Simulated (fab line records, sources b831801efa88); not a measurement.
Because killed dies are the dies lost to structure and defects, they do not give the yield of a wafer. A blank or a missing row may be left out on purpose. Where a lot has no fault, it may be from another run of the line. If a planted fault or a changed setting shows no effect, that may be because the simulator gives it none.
Chamber matching	flow gf180mcu	4 sister chambers for GF_V1_ETCH_16 on rie-diel-01
The step etches BARC in N2/H2. 4 wafers are shown with their chamber, then 12 later ones without.

== WAFERS, EACH WITH ITS CHAMBER ==
wafer	chamber	drypump-motor-current-A (A)
L089.2	1	5.6
L092.1	0	6.0
L092.2	3	6.0
L092.3	2	5.2

== WAFERS WHOSE CHAMBER IS MISSING ==
wafer	drypump-motor-current-A (A)
L092.4	5.6
L092.5	6.0
L092.6	6.0
L093.2	6.0
L093.3	5.6
L093.5	5.6
L094.2	5.2
L094.3	6.1
L094.4	5.6
L097.1	6.0
L097.2	6.0
L097.4	5.6

== EACH ONE'S CHAMBER ==
wafer	from the rows above	in truth
L092.4	1	1
L092.5	can't be placed: 0 or 3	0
L092.6	can't be placed: 0 or 3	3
L093.2	can't be placed: 0 or 3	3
L093.3	1	1
L093.5	1	1
L094.2	2	2
L094.3	can't be placed: 0 or 3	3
L094.4	1	1
L097.1	can't be placed: 0 or 3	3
L097.2	can't be placed: 0 or 3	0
L097.4	1	1
6 of 12 placed correctly. These rows do not allow placing 6 (true chamber among the candidates in 6). Wrongly placed: 0.
How it was worked out, from the rows above alone: a wafer's distance from a chamber is the root of the sum, over the readings, of the square of ((its reading less the chamber's mean) divided by the reading's scatter). If the next closest chamber is less than 2 further off than the closest, the wafer can't be placed; otherwise it belongs to the closest. Each chamber's mean is taken over the wafers shown for it. The scatter (one wafer shown for each chamber): square how far every hidden wafer sits from the nearest shown wafer, average those squares and take the square root.
